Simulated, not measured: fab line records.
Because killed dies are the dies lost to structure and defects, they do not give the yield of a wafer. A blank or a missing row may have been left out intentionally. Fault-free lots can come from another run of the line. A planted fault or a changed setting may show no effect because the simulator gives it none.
Struck lot and sound lot, side by side ; flow gf180mcu ; 15 steps out of a route of 602
Sound: wafers L836.1, L836.2, L836.6. Struck: wafer L841.4. (L841.6 of the same lot was not struck and is left out.) The cause comes at the end.
Each step with rows lists, per side, the tool, then ch with its chambers, then its first start. Under that, the readings that differ: sound wafers ; struck wafers ; difference of the means ; sigmas: that difference in standard deviations of wafers without a fault.
alike: readings with means less than 2 such deviations apart, plus words and numbers identical on both sides. not compared: withheld readings, readings lacking a value on some wafer, bounds such as >300 that could conceal the same value, and numbers that have no deviation in the record and whose values overlap.
The two part at a step that has a row with sigmas, a row that says differs or no value, or rows on one side only. Numbers that don't overlap but have no deviation are shown without sigmas and don't part them. Lack of a reading on every wafer of one side parts them only where that side has two or more wafers.

GF_PSD_RS_MEAS_15: measures by four-point-probe.
  sound on film metro-04 at day 17 08:14; struck on film metro-03 at day 19 00:55
reading;sound;struck;difference;sigmas
PSD_RS (ohm/sq);108.24 108.42 108.19;108.91;+0.63;+2
GF_SAB_CVD_00: deposits SiO2 from TEOS, target thk 50 nm, time 4.9302 s.
  sound on pecvd-04 ch 1,2, day 17 08:22; struck on pecvd-02 ch 2, day 19 00:59
  alike: heater power w
GF_SAB_THK_MEAS_01:
  sound on film metro-02 at day 17 08:23; struck on film metro-02 at day 19 01:02
  alike: SAB_CVD_00_THK
then, 7 steps without rows for these wafers: GF_SAB_DEHYDRATE_02 (time 60 s); GF_SAB_HMDS_03 (prime time 60 s); GF_SAB_COAT_04 (resist thk 1000 nm); GF_SAB_SOFTBAKE_05 (time 60 s); GF_SAB_EXPOSE_06 (exposes mask SAB, target cd 420 nm); GF_SAB_PEB_07; GF_SAB_DEVELOP_08 (develop time 60 s).
GF_SAB_CD_MEAS_09: target cd 420 nm.
  sound on cd sem-02 at day 18 07:09; struck on cd sem-02 at day 20 01:27
  alike: cd nm
GF_SAB_OVL_MEAS_10:
  sound on overlay-01 at day 18 07:16; struck on overlay-01 at day 20 01:32
  alike: SAB_OVL
GF_SAB_ETCH_11: etches SiO2 in C4F8/O2/Ar, target depth 55 nm, time 8.5 s.
  sound on rie diel-03 ch 0,1, day 18 07:18; struck on rie diel-02 ch 2, day 20 01:32
reading;sound;struck;difference;sigmas
oes product au (a.u.);0.990 1.002 0.992;0.868;-0.127;-10
model.etch.depth nm (nm);54.2 56.17 54.5;43.63;-11.33;
model.SAB.feature depth nm (nm);54.2 56.17 54.5;43.63;-11.33;
  not compared: rf hours counter h
then, 1 step without rows for these wafers: GF_SAB_WET_ETCH_12 (etches SiO2 in dHF, target depth 22 nm, time 440 s).
-- the record jumps here: 13 days lie between the struck wafers' starts before and after (it left off in module SAB and takes up again in module PASSIVATION, whose first step shown is number 602 of the route) --
GF_PASSIVATION_PROBE_99:
  record: rows for the struck wafers here (prober-02, day 32 21:34), none for the sound ones

## WHERE THEY PART
Earliest at GF_PSD_RS_MEAS_15; latest, in this record, at GF_PASSIVATION_PROBE_99.

WHY: the cause the simulator had injected
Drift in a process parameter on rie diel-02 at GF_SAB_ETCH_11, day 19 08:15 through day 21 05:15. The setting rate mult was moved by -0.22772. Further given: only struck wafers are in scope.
